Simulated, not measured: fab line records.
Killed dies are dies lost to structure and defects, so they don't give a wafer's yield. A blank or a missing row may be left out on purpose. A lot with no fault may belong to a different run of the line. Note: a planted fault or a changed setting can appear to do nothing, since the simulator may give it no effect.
Shared-tool check    flow sky130    15 lots, 45 wafers sampled

WHY IT WAS OPENED
3 of 15 lots carry a flag on the reading VT_ADJUST_HVTP_TW at SKY_VT_ADJUST_HVTP_TW_MEAS_11. Fault-free wafers read 1356, with a standard deviation of 7.
Rule: a lot is flagged in two cases, either no wafer of it has a number, or all its wafers with numbers fall more than 4 standard deviations from that mean. The rest of the lots are taken to be sound.

lot   measured      on             VT_ADJUST_HVTP_TW, wafer by wafer  flag
L207  day 6 05:26   film_metro-02  1356 1351 1357                     
L208  day 6 13:41   film_metro-04  1354 1353 1348                     
L210  day 7 05:14   film_metro-03  1360 1363 1357                     
L211  day 7 07:19   film_metro-04  1353 1346 1355                     
L212  day 7 13:59   film_metro-03  1362 1356 1360                     
L213  day 7 22:57   film_metro-04  1353 1344 1343                     
L214  day 8 02:58   film_metro-02  1350 1339 1344                     
L216  day 8 16:35   film_metro-03  1356 1351 1355                     
L218  day 9 07:20   film_metro-02  1367 1366 1366                     
L219  day 9 09:53   film_metro-02  1358 1361 1360                     
L220  day 9 17:37   film_metro-04  1361 1359 1351                     
L224  day 10 17:23  film_metro-04  1362 1366 1359                     
L226  day 11 08:49  film_metro-04  30 30 30                           FLAGGED
L227  day 11 13:21  film_metro-03  30 30 30                           FLAGGED
L228  day 12 00:59  film_metro-04  30 30 30                           FLAGGED
Flagged lots average 30: -1326 relative to the usual, that is -99 or more standard deviations.

LOT BY LOT: THE TOOL USED
Before the reading, the record contains 2 process steps out of a 708-step route. In each cell: the tool, then ch and the chambers that the sampled wafers went through, then the start.
lot   flag     SKY_NWELL_STRIP_25                    SKY_VT_ADJUST_HVTP_STRIP_10
L207           plasma_asher-03 ch 0,1, day 5 11:04   plasma_asher-02 ch 0,1, day 6 05:19
L208           plasma_asher-04 ch 0,1, day 5 17:56   plasma_asher-03 ch 0,1, day 6 13:36
L210           plasma_asher-03 ch 0,1, day 6 09:10   plasma_asher-03 ch 0,1, day 7 05:07
L211           plasma_asher-03 ch 0,1, day 6 11:18   plasma_asher-02 ch 0,1, day 7 07:13
L212           plasma_asher-03 ch 0,1, day 6 17:19   plasma_asher-03 ch 0, day 7 13:53
L213           plasma_asher-03 ch 0,1, day 7 01:57   plasma_asher-03 ch 0,1, day 7 22:51
L214           plasma_asher-01 ch 0,1, day 7 05:51   plasma_asher-03 ch 0, day 8 02:52
L216           plasma_asher-01 ch 0,1, day 7 19:45   plasma_asher-03 ch 0,1, day 8 16:29
L218           plasma_asher-03 ch 0, day 8 09:48     plasma_asher-04 ch 0,1, day 9 07:14
L219           plasma_asher-03 ch 0,1, day 8 12:53   plasma_asher-04 ch 0,1, day 9 09:48
L220           plasma_asher-01 ch 0,1, day 8 20:48   plasma_asher-03 ch 0,1, day 9 17:31
L224           plasma_asher-03 ch 0,1, day 9 18:54   plasma_asher-04 ch 0,1, day 10 17:17
L226  FLAGGED  plasma_asher-03 ch 0,1, day 10 09:51  plasma_asher-04 ch 0,1, day 11 08:43
L227  FLAGGED  plasma_asher-03 ch 0,1, day 10 13:38  plasma_asher-03 ch 0,1, day 11 13:16
L228  FLAGGED  plasma_asher-03 ch 0,1, day 11 00:26  plasma_asher-03 ch 0,1, day 12 00:54
These steps, and what they do:
- SKY_NWELL_STRIP_25: strips in O2/N2.
- SKY_VT_ADJUST_HVTP_STRIP_10: strips in O2/N2.
- SKY_VT_ADJUST_HVTP_TW_MEAS_11

FLAGGED AGAINST TOTAL, ONE TOOL AT A TIME (gauges that did the reading follow at the end)
step                           tool             lots run  flagged  share of the flagged lots  sound lots run after its first flagged lot
SKY_NWELL_STRIP_25             plasma_asher-01  3         0        none                       -
SKY_NWELL_STRIP_25             plasma_asher-03  11        3        all                        0
SKY_NWELL_STRIP_25             plasma_asher-04  1         0        none                       -
SKY_VT_ADJUST_HVTP_STRIP_10    plasma_asher-02  2         0        none                       -
SKY_VT_ADJUST_HVTP_STRIP_10    plasma_asher-03  9         2        some                       0
SKY_VT_ADJUST_HVTP_STRIP_10    plasma_asher-04  4         1        some                       0
SKY_VT_ADJUST_HVTP_TW_MEAS_11  film_metro-02    4         0        none                       -
SKY_VT_ADJUST_HVTP_TW_MEAS_11  film_metro-03    4         1        some                       0
SKY_VT_ADJUST_HVTP_TW_MEAS_11  film_metro-04    7         2        some                       0

THE TABLE: WHAT IT ALLOWS
All flagged lots share 1 row of the table, namely plasma_asher-03 at SKY_NWELL_STRIP_25.
- plasma_asher-03 at SKY_NWELL_STRIP_25 ran 11 lots, 3 of them flagged. Last sound lot L224 at day 9 18:54, first flagged lot L226 at day 10 09:51; a fault beginning in between fits. On the flagged lots its readings are blank where sound lots have values: chamber_pressure_mTorr, drypump_motor_current_A, o2_flow_sccm, oes_product_au and 1 more.
plasma_asher-03 at SKY_NWELL_STRIP_25 is the single tool remaining.

WHAT HAD BEEN PUT IN BY THE SIMULATOR
Whole step skipped at SKY_NWELL_STRIP_25 on plasma_asher-03, starting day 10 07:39. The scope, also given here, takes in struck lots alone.
Shown lots that were struck: L226, L227, L228. The same result came from the rule above.
